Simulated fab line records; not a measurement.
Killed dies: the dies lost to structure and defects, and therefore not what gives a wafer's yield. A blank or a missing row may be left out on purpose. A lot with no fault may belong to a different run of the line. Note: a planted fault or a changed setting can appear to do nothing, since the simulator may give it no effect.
Chamber matching -- flow sky130 -- cmp-01 running SKY_VIA3_CMP_02: 4 sister chambers
The step polishes SiO2. 4 wafers are shown with their chamber, then 12 later ones without.

## WAFERS PAIRED WITH THEIR CHAMBERS
wafer,chamber,motorCurrentA (A)
L085.5,3,13.0
L089.4,0,11.5
L089.5,1,12.2
L089.6,2,12.0

## WAFERS WITHOUT THEIR CHAMBER
wafer,motorCurrentA (A)
L091.1,12.6
L091.3,12.7
L091.4,11.7
L092.1,12.2
L092.2,11.4
L092.6,13.0
L093.3,12.0
L093.4,11.5
L093.5,11.1
L095.2,12.2
L095.3,12.1
L095.4,11.6

## WHICH CHAMBER EACH ONE RAN IN
wafer,from the rows above,in truth
L091.1,can't be placed: 1 or 3 or 2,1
L091.3,can't be placed: 3 or 1 or 2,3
L091.4,can't be placed: 0 or 2 or 1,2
L092.1,can't be placed: 1 or 2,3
L092.2,0,0
L092.6,3,3
L093.3,can't be placed: 2 or 1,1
L093.4,0,0
L093.5,0,0
L095.2,can't be placed: 1 or 2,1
L095.3,can't be placed: 1 or 2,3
L095.4,can't be placed: 0 or 2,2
4 of 12 placed correctly. Unplaceable from these rows: 8, with the true chamber sitting among the candidates in 6. Number placed wrongly: 0.
How it was worked out, from the rows above alone: a wafer's distance from a chamber is the root of the sum, over the readings, of the square of ((its reading less the chamber's mean) divided by the reading's scatter). If the next closest chamber is less than 2 further off than the closest, the wafer can't be placed; otherwise it belongs to the closest. For every chamber, the mean is computed from those of its wafers that are shown. The scatter: root of mean squared gap, hidden wafer to nearest shown wafer, with one shown wafer a chamber.
